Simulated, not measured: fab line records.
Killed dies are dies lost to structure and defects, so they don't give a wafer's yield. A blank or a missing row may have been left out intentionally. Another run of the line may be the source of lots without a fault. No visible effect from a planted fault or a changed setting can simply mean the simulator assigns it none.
Comparing a struck lot with a sound one | flow sky130 | 15 out of 708 route steps
Sound: these wafers, L294.2, L294.3, L294.6. Wafers L305.2, L305.3, L305.5 were the ones struck. At the end, the cause is stated.
At each step with rows: each side's tool, then ch and its chambers, then its first start. Under that, the readings that differ: sound wafers | struck wafers | difference of the means | sigmas: that difference in standard deviations of wafers without a fault.
alike: same words and numbers on both sides, and readings whose means sit less than 2 such deviations apart. not compared: any withheld reading, any reading some wafer has no value for, any bound like >300 that may hide the same value, and any number with overlapping values for which the record gives no deviation.
Wherever a step has rows on one side only, a row that says differs or no value, or a row with sigmas, the two part there. Numbers that have no deviation but don't overlap get no sigmas and don't part them. A reading that every wafer of one side lacks parts them only if that side has two wafers or more.

first, 1 step without rows for these wafers: SKY_FIELD_ISO_ANNEAL_26 (time 1800 s).
SKY_FIELD_ISO_CMP_27: polishes, stops on Si3N4, t overpolish 16 s, target thk 457.8 nm.
  sound on cmp-01 ch 2,3, day 2 14:26; struck on cmp-01 ch 2,3, day 4 22:46
  alike: motor_current_A, overpolish_run_s, retaining_ring_pressure_frac, time_to_endpoint_s
then, 5 steps without rows for these wafers: SKY_FIELD_ISO_WET_ETCH_28 (etches SiO2 in dHF, target depth 23.7 nm, time 47 s); SKY_FIELD_ISO_WET_ETCH_29 (etches Si3N4 in H3PO4, target depth 160 nm, time 1825 s); SKY_FIELD_ISO_WET_ETCH_30 (etches SiO2 in dHF, target depth 25 nm, time 50 s); SKY_NWELL_CLEAN_00 (cleans in SC1/SC2, time 150 s); SKY_NWELL_OXIDATION_01 (stabilise 600 s, purge 300 s, target thk 10 nm).
SKY_NWELL_THK_MEAS_02:
  sound on film_metro-01, day 2 16:45; struck on film_metro-03, day 5 03:02
  alike: NWELL_OXIDATION_THK
then, 4 steps without rows for these wafers: SKY_DNWELL_DEHYDRATE_00 (time 60 s); SKY_DNWELL_HMDS_01 (prime time 60 s); SKY_DNWELL_COAT_02 (resist thk 3000 nm); SKY_DNWELL_SOFTBAKE_03.
SKY_DNWELL_EXPOSE_04: exposes mask DNM, target cd 3000 nm.
  sound on iline_stepper-02 ch 0, day 2 23:56; struck on iline_stepper-01 ch 0, day 5 11:34
  reading | sound             | struck                     | difference | sigmas
  mask    | DNM#0 DNM#0 DNM#0 | DNM_R1#0 DNM_R1#0 DNM_R1#0 | differs    |
  alike: reticle_temp_C
after that, 1 step had no rows for these wafers: SKY_DNWELL_PEB_05.
-- the record jumps here: 43 days lie between the struck wafers' starts before and after (it left off in module DNWELL and takes up again in module PAD_OPEN, whose first step shown is number 708 of the route) --
SKY_PAD_OPEN_PROBE_99:
  sound on prober-01, day 45 19:59; struck on prober-02, day 48 16:11
  reading                                  | sound             | struck            | difference | sigmas
  model.etest.res_deep_nwell.width_nm (nm) | 2996 2974 2986    | 2386 2386 2393    | -597       |
  model.etest.res_deep_nwell.line_ohm_um   | 725.2 734.6 730.6 | 931.9 917.9 927.1 | +195.5     |
  alike: killed_at_M0_to_M3, killed_at_M4_up, killed_at_contacts, killed_at_front_end, killed_at_other, killed_dies, killed_open, killed_short

## WHERE THEY PART
Within this record, at SKY_DNWELL_EXPOSE_04 only. Later steps at which nothing parts them and some readings are alike: SKY_PAD_OPEN_PROBE_99.

WHY: what had been put in by the simulator
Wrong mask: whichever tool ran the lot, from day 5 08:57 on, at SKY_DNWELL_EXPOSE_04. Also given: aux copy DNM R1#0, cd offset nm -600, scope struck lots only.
